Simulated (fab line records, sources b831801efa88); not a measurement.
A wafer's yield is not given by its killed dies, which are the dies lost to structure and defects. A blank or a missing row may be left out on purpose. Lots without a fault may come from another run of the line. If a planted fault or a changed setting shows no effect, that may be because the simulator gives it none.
Lot-split experiment	flow sfq_line	on a route of 325 steps: 5 lots, 23 wafers read

== ABOUT THE SPLIT ==
At SFQ_TRILAYER_M1_BARC_OPEN_METAL_ETCH_054 (etches BARC in O2, target depth 125 nm, time 41.7 s), the setting time_s was moved away from the recipe's 41.7 s on 9 of the 23 wafers read, by -10.1% to +9.4%. The other wafers ran this setting at the recipe's value.

Reading taken at the split's own step.

== THE READING ==
KrF_of_TRILAYER_M1_LITHO_COAT_039.thk_nm (the simulator's own value, which no gauge read), in nm, at SFQ_TRILAYER_M1_BARC_OPEN_METAL_ETCH_054 (etches BARC in O2, target depth 125 nm, time 41.7 s). The file gives no usual value for it. Here, 14 wafers ran the recipe; their average is 523.8 nm with a standard deviation of 1.6 nm.

wafer	tool, chamber at the split	time_s as run, s	against the recipe	KrF_of_TRILAYER_M1_LITHO_COAT_039.thk_nm, nm	against lot-mates on the recipe
L075.1	rie_metal-03, 1	41.7	recipe	526.3	-
L075.3	rie_metal-03, 1	45.57	+9.3%	520.2	-5.8
L075.4	rie_metal-03, 0	45.57	+9.3%	523	-3.0
L075.5	rie_metal-03, 0	41.7	recipe	526	-
L075.6	rie_metal-03, 1	41.7	recipe	525.6	-
L079.1	rie_metal-01, 0	41.7	recipe	522.3	-
L079.4	rie_metal-01, 0	41.7	recipe	521.9	-
L079.6	rie_metal-01, 1	41.7	recipe	522.7	-
L080.1	rie_metal-02, 1	45.6	+9.4%	518.6	-5.3
L080.3	rie_metal-02, 0	41.7	recipe	522.9	-
L080.4	rie_metal-02, 1	45.6	+9.4%	517.5	-6.4
L080.5	rie_metal-02, 1	41.7	recipe	524.9	-
L080.6	rie_metal-02, 0	41.7	recipe	523.9	-
L081.1	rie_metal-01, 1	37.47	-10.1%	529.2	+5.5
L081.2	rie_metal-01, 0	41.7	recipe	521.7	-
L081.3	rie_metal-01, 0	37.47	-10.1%	528.7	+5.0
L081.4	rie_metal-01, 1	41.7	recipe	525.6	-
L081.6	rie_metal-01, 1	37.47	-10.1%	531	+7.3
L085.2	rie_metal-03, 1	41.7	recipe	521.8	-
L085.3	rie_metal-03, 1	41.7	recipe	523.3	-
L085.4	rie_metal-03, 1	44.9	+7.7%	519.7	-3.3
L085.5	rie_metal-03, 1	41.7	recipe	523.8	-
L085.6	rie_metal-03, 1	44.9	+7.7%	520.6	-2.4

THE FIT
A straight line over all 23 wafers: KrF_of_TRILAYER_M1_LITHO_COAT_039.thk_nm changes by -0.5 nm for each +1% of time_s; r = -0.87; the points scatter about the line by 1.7 nm.
The same after taking each lot's own level away (the mean of its wafers on the recipe; 23 wafers): -0.542 nm for each +1%; r = -0.95; scatter 1.1 nm.
Per that fit: largest time_s move, reading shift of 5.5 nm.
From 522.30 to 525.97 nm: that is the span of the lots' own levels, equal to 2.3 times the standard deviation above.
The two slopes agree, so the slope changes little with the lot-to-lot level.
Check: +5.7 nm against its lot-mates is what the line predicts for one of the wafers moved furthest among these (-10.1%) when that wafer is left out of the fit. Against them it came out at +5.55 nm.

== ADDITIONAL SPLITS CARRIED BY THESE WAFERS ==
Other splits were also applied to these wafers ahead of the reading. Each is held against what the fit with the lots' levels taken away leaves over:
other split on the same wafers	wafers away from the commonest value	r with KrF_of_TRILAYER_M1_LITHO_COAT_039.thk_nm (lot level and that fit taken away)
SFQ_TRILAYER_INCOMING_OXIDATION_002 temp_c	10	+0.09
SFQ_TRILAYER_L0_LITHO_COAT_005 spin_rpm	7	+0.10
SFQ_TRILAYER_L0_BARC_OPEN_METAL_ETCH_010 icp_w	7	-0.03
SFQ_TRILAYER_L0_VIA_BARC_OPEN_VIA_ETCH_021 time_s	8	-0.32
SFQ_TRILAYER_M0_LITHO_COAT_026 spin_rpm	8	+0.02
SFQ_TRILAYER_M0_LITHO_EXPOSE_022 dose_mj	7	+0.15
SFQ_TRILAYER_I0_VIA_LITHO_COAT_036 resist_thk_nm	8	+0.00
SFQ_TRILAYER_M1_LITHO_COAT_044 spin_rpm	10	-0.03

== THE FILE'S OWN FIT ==
KrF_of_TRILAYER_M1_LITHO_COAT_039.thk_nm changes by -0.529 nm for each +1% of time_s, r = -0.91.
